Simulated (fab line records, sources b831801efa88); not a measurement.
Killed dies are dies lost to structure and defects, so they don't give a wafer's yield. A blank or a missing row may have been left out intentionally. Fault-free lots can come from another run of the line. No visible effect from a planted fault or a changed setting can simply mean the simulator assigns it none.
Tool commonality check    flow gf180mcu    11 lots, 33 wafers sampled

== THE REASON FOR OPENING IT ==
2 of 11 lots carry a flag on the reading MVSD_TW at GF_MVSD_TW_MEAS_11. No-fault wafers: 1582, standard deviation 13.
Rule: flag the lot when none of its wafers has a number, or when each of its wafers that has one lies beyond 4 standard deviations from that mean. As for the other lots, they are considered sound.

lot   measured     on            MVSD_TW, wafer by wafer  flag
L635  day 4 13:53  filmMetro-04  1566 1569 1567           
L636  day 4 16:53  filmMetro-04  1563 1566 1556           
L637  day 4 22:27  filmMetro-01  1589 1593 1598           
L638  day 5 06:49  filmMetro-01  1594 1590 1585           
L639  day 5 12:32  filmMetro-03  1575 1580 1576           
L640  day 5 17:08  filmMetro-01  1582 1584 1578           
L641  day 5 23:22  filmMetro-03  1582 1574 1564           
L642  day 6 06:04  filmMetro-04  1548 1552 1557           
L648  day 7 20:32  filmMetro-03  1591 1592 1589           
L650  day 8 01:53  filmMetro-04  2373 2365 2380           FLAGGED
L651  day 8 08:24  filmMetro-01  2407 2409 2408           FLAGGED
Average over the flagged lots: 2390; offset from the usual +808, equal to +62 standard deviations.

== LOT BY LOT: THE TOOL USED ==
The record holds 1 process step before the reading, out of a route of 602 steps. Cell contents, in order: the tool; ch with the chambers the sampled wafers went through; the start.
lot   flag     GF_MVSD_IMPLANT_08
L635           implanter-02 ch 0, day 4 13:29
L636           implanter-04 ch 0, day 4 16:29
L637           implanter-02 ch 0, day 4 22:04
L638           implanter-03 ch 0, day 5 06:25
L639           implanter-03 ch 0, day 5 12:08
L640           implanter-03 ch 0, day 5 16:44
L641           implanter-03 ch 0, day 5 22:59
L642           implanter-02 ch 0, day 6 05:40
L648           implanter-02 ch 0, day 7 20:08
L650  FLAGGED  implanter-03 ch 0, day 8 01:29
L651  FLAGGED  implanter-02 ch 0, day 8 08:01
These steps, and what they do:
- GF_MVSD_IMPLANT_08
- GF_MVSD_TW_MEAS_11

== FLAGGED OVER TOTAL, TOOL BY TOOL (the gauges that took the reading come last) ==
step                tool          lots run  flagged  share of the flagged lots  sound lots run after its first flagged lot
GF_MVSD_IMPLANT_08  implanter-02  5         1        some                       0
GF_MVSD_IMPLANT_08  implanter-03  5         1        some                       0
GF_MVSD_IMPLANT_08  implanter-04  1         0        none                       -
GF_MVSD_TW_MEAS_11  filmMetro-01  4         1        some                       0
GF_MVSD_TW_MEAS_11  filmMetro-03  3         0        none                       -
GF_MVSD_TW_MEAS_11  filmMetro-04  4         1        some                       0

== WHAT THE TABLE ALLOWS ==
No row of the table ran every flagged lot.

== WHAT THE SIMULATOR HAD PUT IN ==
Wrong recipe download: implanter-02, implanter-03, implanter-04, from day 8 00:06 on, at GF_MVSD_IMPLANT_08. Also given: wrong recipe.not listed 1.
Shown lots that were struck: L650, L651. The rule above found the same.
